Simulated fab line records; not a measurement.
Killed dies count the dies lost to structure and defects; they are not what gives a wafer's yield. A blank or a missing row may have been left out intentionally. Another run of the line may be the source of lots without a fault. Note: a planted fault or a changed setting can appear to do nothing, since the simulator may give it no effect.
Which tool was responsible? :: flow sky130 :: Sampling: 11 lots, 32 wafers, 4 of 708 route steps

== WHAT THE GAUGES SHOWED, per wafer ==
SKY_FIELD_ISO_THK_MEAS_25.
lot: L513
measured: day 2 11:49
on: filmMetro-01
FIELD_ISO_CVD_24_THK (nm): 586 586 585

lot: L514
measured: day 2 20:41
on: filmMetro-02
FIELD_ISO_CVD_24_THK (nm): 597 595 591

lot: L519
measured: day 3 20:08
on: filmMetro-03
FIELD_ISO_CVD_24_THK (nm): 584 315

lot: L522
measured: day 4 10:56
on: filmMetro-02
FIELD_ISO_CVD_24_THK (nm): 595 601 594

lot: L525
measured: day 5 03:17
on: filmMetro-03
FIELD_ISO_CVD_24_THK (nm): 596 587 588

lot: L528
measured: day 5 19:53
on: filmMetro-03
FIELD_ISO_CVD_24_THK (nm): 593 597 592

lot: L530
measured: day 6 06:54
on: filmMetro-03
FIELD_ISO_CVD_24_THK (nm): 586 585 579

lot: L532
measured: day 6 17:08
on: filmMetro-02
FIELD_ISO_CVD_24_THK (nm): 587 589 592

lot: L533
measured: day 6 23:49
on: filmMetro-02
FIELD_ISO_CVD_24_THK (nm): 599 590 600

lot: L534
measured: day 7 03:08
on: filmMetro-01
FIELD_ISO_CVD_24_THK (nm): 587 596 597

lot: L535
measured: day 7 08:57
on: filmMetro-02
FIELD_ISO_CVD_24_THK (nm): 590 588 584

== WHAT TOOL EACH LOT RAN ON (gives the tool, then ch and the chambers of the sampled wafers, and finally the start) ==
lot: L513
SKY_FIELD_ISO_ETCH_14: rieDiel-04 ch 0,1,2, day 2 09:55
SKY_FIELD_ISO_ETCH_17: rieSi-01 ch 0,1,3, day 2 10:07
SKY_FIELD_ISO_CVD_24: hdpcvd-02 ch 0,1,2, day 2 11:44

lot: L514
SKY_FIELD_ISO_ETCH_14: rieDiel-01 ch 0,2,3, day 2 16:50
SKY_FIELD_ISO_ETCH_17: rieSi-01 ch 0,1,2, day 2 17:02
SKY_FIELD_ISO_CVD_24: hdpcvd-01 ch 0,2, day 2 20:36

lot: L519
SKY_FIELD_ISO_ETCH_14: rieDiel-04 ch 0,1, day 3 18:16
SKY_FIELD_ISO_ETCH_17: rieSi-01 ch 0,1, day 3 18:28
SKY_FIELD_ISO_CVD_24: hdpcvd-02 ch 0,2, day 3 20:04

lot: L522
SKY_FIELD_ISO_ETCH_14: rieDiel-04 ch 0,1,3, day 4 08:13
SKY_FIELD_ISO_ETCH_17: rieSi-02 ch 0,2,3, day 4 08:25
SKY_FIELD_ISO_CVD_24: hdpcvd-01 ch 0,2, day 4 10:52

lot: L525
SKY_FIELD_ISO_ETCH_14: rieDiel-02 ch 0,1,2, day 5 00:00
SKY_FIELD_ISO_ETCH_17: rieSi-01 ch 0,1,2, day 5 00:12
SKY_FIELD_ISO_CVD_24: hdpcvd-01 ch 1,2, day 5 03:13

lot: L528
SKY_FIELD_ISO_ETCH_14: rieDiel-04 ch 0,1,2, day 5 17:16
SKY_FIELD_ISO_ETCH_17: rieSi-01 ch 0,1,2, day 5 17:28
SKY_FIELD_ISO_CVD_24: hdpcvd-01 ch 0,1,2, day 5 19:47

lot: L530
SKY_FIELD_ISO_ETCH_14: rieDiel-01 ch 0,1,3, day 6 03:16
SKY_FIELD_ISO_ETCH_17: rieSi-01 ch 1,2,3, day 6 03:28
SKY_FIELD_ISO_CVD_24: hdpcvd-01 ch 0,1,2, day 6 06:49

lot: L532
SKY_FIELD_ISO_ETCH_14: rieDiel-02 ch 0,2,3, day 6 13:49
SKY_FIELD_ISO_ETCH_17: rieSi-02 ch 0,1,2, day 6 14:01
SKY_FIELD_ISO_CVD_24: hdpcvd-01 ch 0,1, day 6 17:04

lot: L533
SKY_FIELD_ISO_ETCH_14: rieDiel-04 ch 1,3, day 6 20:25
SKY_FIELD_ISO_ETCH_17: rieSi-01 ch 0,2, day 6 20:37
SKY_FIELD_ISO_CVD_24: hdpcvd-02 ch 0,2, day 6 23:44

lot: L534
SKY_FIELD_ISO_ETCH_14: rieDiel-02 ch 0,1,3, day 7 01:16
SKY_FIELD_ISO_ETCH_17: rieSi-01 ch 0,2,3, day 7 01:28
SKY_FIELD_ISO_CVD_24: hdpcvd-01 ch 1,2, day 7 03:03

lot: L535
SKY_FIELD_ISO_ETCH_14: rieDiel-01 ch 0,1, day 7 05:58
SKY_FIELD_ISO_ETCH_17: rieSi-01 ch 0,3, day 7 06:10
SKY_FIELD_ISO_CVD_24: hdpcvd-02 ch 0,1, day 7 08:52
- SKY_FIELD_ISO_ETCH_14: etches BARC in N2/H2, stops on SiO2, time 45.9 s, target depth 60 nm.
- SKY_FIELD_ISO_ETCH_17: etches Si in HBr/Cl2/O2, target depth 342 nm, time 97.7 s.
- SKY_FIELD_ISO_CVD_24: deposits SiO2, target thk 595 nm, time 99.2 s.

== THE ANSWER, worked out from the rows above alone ==
Rule: the usual values come from the lots themselves. Put in order of their means at a reading, lots are off if they are a third of the lots or fewer, leave a main group of 4 or more, and stand apart from it by a gap of 3 or more times the standard deviation of the main group's means; of several such gaps the widest counts. The tables above print the reading to a certain number of digits; a main group whose means all agree to those digits is not used. Also off: a lot with no number at a reading for which 4 or more lots have one. Any other lot the step has rows for is counted as sound.
Off: L519, at SKY_FIELD_ISO_THK_MEAS_25 (FIELD_ISO_CVD_24_THK). The main group has a mean of 591 nm with a standard deviation of 4.4.
A tool fits if, at a process step before that reading, it ran every lot that is off, and no sound lot after the first of them. Gauges at SKY_FIELD_ISO_THK_MEAS_25: tried the same way as those tools. No candidate that was tried fits.

== WHAT THE SIMULATOR HAD INSERTED ==
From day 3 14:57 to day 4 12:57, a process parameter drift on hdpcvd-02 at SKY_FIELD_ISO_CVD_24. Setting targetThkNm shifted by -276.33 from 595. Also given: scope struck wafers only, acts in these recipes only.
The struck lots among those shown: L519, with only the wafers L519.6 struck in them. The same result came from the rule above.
